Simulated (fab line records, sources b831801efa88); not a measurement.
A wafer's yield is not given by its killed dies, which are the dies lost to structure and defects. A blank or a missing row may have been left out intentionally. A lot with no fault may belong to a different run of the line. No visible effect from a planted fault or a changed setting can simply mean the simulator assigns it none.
Comparing a struck lot with a sound one | flow sky130 | 34 out of 708 route steps
Sound: the wafers L935.4, L935.5, L935.6. The struck wafers were L938.2, L938.3, L938.4. At the end, the cause is stated.
At each step with rows: each side's tool, then ch and its chambers, then its first start. Under that, the readings that differ: sound wafers | struck wafers | difference of the means | sigmas: that difference in standard deviations of wafers without a fault.
alike: readings with means less than 2 such deviations apart, plus words and numbers identical on both sides. not compared: withheld readings, readings lacking a value on some wafer, bounds such as >300 that could conceal the same value, and numbers that have no deviation in the record and whose values overlap.
A row with sigmas, a row that says differs or no value, or rows on one side alone: a step with any of these is where the two part. Numbers that have no deviation but don't overlap get no sigmas and don't part them. A reading missing from all wafers of one side parts the sides only when that side holds two or more wafers.

first, 4 steps without rows for these wafers: SKY_PWDE_SOFTBAKE_03; SKY_PWDE_EXPOSE_04 (exposes mask PWDEM, target cd 840 nm); SKY_PWDE_PEB_05; SKY_PWDE_DEVELOP_06 (develop time 60 s).
SKY_PWDE_OVL_MEAS_07:
  sound on overlay-01 at day 5 12:52; struck on overlay-01 at day 6 05:09
  alike: PWDE_OVL
following that, these wafers have no rows for 1 step: SKY_PWDE_IMPLANT_08.
SKY_PWDE_STRIP_09: strips in O2/N2.
  sound on plasma_asher-04 ch 0,1, day 5 13:04; struck on plasma_asher-04 ch 0,1, day 6 05:20
  alike: drypump_motor_current_A, oes_product_au, strip_time_to_endpoint_s
  not compared: rf_hours_counter_h
SKY_PWDE_TW_MEAS_10:
  sound on film_metro-03 at day 5 13:10; struck on film_metro-02 at day 6 05:26
  alike: PWDE_TW
then, 4 steps without rows for these wafers: SKY_NWELL_DEHYDRATE_03 (time 60 s); SKY_NWELL_HMDS_04 (prime time 60 s); SKY_NWELL_COAT_05 (resist thk 3000 nm); SKY_NWELL_SOFTBAKE_06.
SKY_NWELL_EXPOSE_07: exposes mask NWM, target cd 840 nm.
  sound on iline_stepper-02 ch 0, day 5 22:07; struck on iline_stepper-02 ch 0, day 6 15:37
  reading | sound             | struck                                             | difference | sigmas
  mask    | NWM#0 NWM#0 NWM#0 | NWM_COMPLEMENT#0 NWM_COMPLEMENT#0 NWM_COMPLEMENT#0 | differs    |
then, 2 steps without rows for these wafers: SKY_NWELL_PEB_08; SKY_NWELL_DEVELOP_09 (develop time 60 s).
SKY_NWELL_OVL_MEAS_10:
  sound on overlay-02 at day 6 06:40; struck on overlay-01 at day 7 00:40
  reading           | sound          | struck | difference                    | sigmas
  NWELL_00_OVL (nm) | -0.7 -0.5 -0.8 | - - -  | no value on the struck wafers |
then, 3 steps without rows for these wafers: SKY_NWELL_IMPLANT_11; SKY_NWELL_IMPLANT_12; SKY_NWELL_IMPLANT_13.
SKY_NWELL_STRIP_14: strips in O2/N2.
  sound on plasma_asher-01 ch 0,1, day 6 07:10; struck on plasma_asher-01 ch 0,1, day 7 01:08
  alike: drypump_motor_current_A, oes_product_au, strip_time_to_endpoint_s
  not compared: rf_hours_counter_h
SKY_NWELL_TW_MEAS_15:
  sound on film_metro-02 at day 6 07:16; struck on film_metro-01 at day 7 01:15
  reading  | sound          | struck   | difference | sigmas
  NWELL_TW | 1813 1817 1805 | 30 30 30 | -1782      | -99 or more
then, 7 steps without rows for these wafers: SKY_NWELL_DEHYDRATE_16 (time 60 s); SKY_NWELL_HMDS_17 (prime time 60 s); SKY_NWELL_COAT_18 (resist thk 3000 nm); SKY_NWELL_SOFTBAKE_19; SKY_NWELL_EXPOSE_20 (exposes mask NWM COMPLEMENT, target cd 840 nm); SKY_NWELL_PEB_21; SKY_NWELL_DEVELOP_22 (develop time 60 s).
SKY_NWELL_OVL_MEAS_23:
  sound on overlay-01 at day 7 02:43; struck on overlay-02 at day 7 20:43
  alike: NWELL_01_OVL
following that, these wafers have no rows for 1 step: SKY_NWELL_IMPLANT_24.
SKY_NWELL_STRIP_25: strips in O2/N2.
  sound on plasma_asher-02 ch 0,1, day 7 02:55; struck on plasma_asher-02 ch 0,1, day 7 20:53
  reading                      | sound             | struck            | difference | sigmas
  strip_time_to_endpoint_s (s) | 36.91 36.95 37.04 | 36.76 36.82 36.73 | -0.20      | -2
  alike: drypump_motor_current_A, oes_product_au
  not compared: rf_hours_counter_h
SKY_NWELL_TW_MEAS_26:
  sound on film_metro-01 at day 7 03:01; struck on film_metro-03 at day 7 21:00
  reading    | sound       | struck         | difference | sigmas
  NWELL_2_TW | 494 494 494 | 1807 1800 1818 | +1314      | +99 or more
then, 1 step without rows for these wafers: SKY_NWELL_CLEAN_27 (cleans in SC1/SC2, time 150 s).
-- the record jumps here: 41 days lie between the struck wafers' starts before and after (it left off in module NWELL and takes up again in module PAD_OPEN, whose first step shown is number 708 of the route) --
SKY_PAD_OPEN_PROBE_99:
  sound on prober-01 at day 47 17:51; struck on prober-02 at day 48 12:13
  reading             | sound    | struck      | difference | sigmas
  killed_at_front_end | 17 11 21 | 420 437 432 | +413       | +96
  killed_dies         | 78 73 88 | 492 492 492 | +412       | +43
  killed_on_rim       | 15 19 19 | 96 96 96    | +78        | +21
  alike: killed_at_M0_to_M3, killed_at_M4_up, killed_at_contacts, killed_at_other, killed_open, killed_short

## WHERE THEY PART
First at SKY_NWELL_EXPOSE_07; last, within this record, at SKY_PAD_OPEN_PROBE_99.

WHY: what the simulator had put in
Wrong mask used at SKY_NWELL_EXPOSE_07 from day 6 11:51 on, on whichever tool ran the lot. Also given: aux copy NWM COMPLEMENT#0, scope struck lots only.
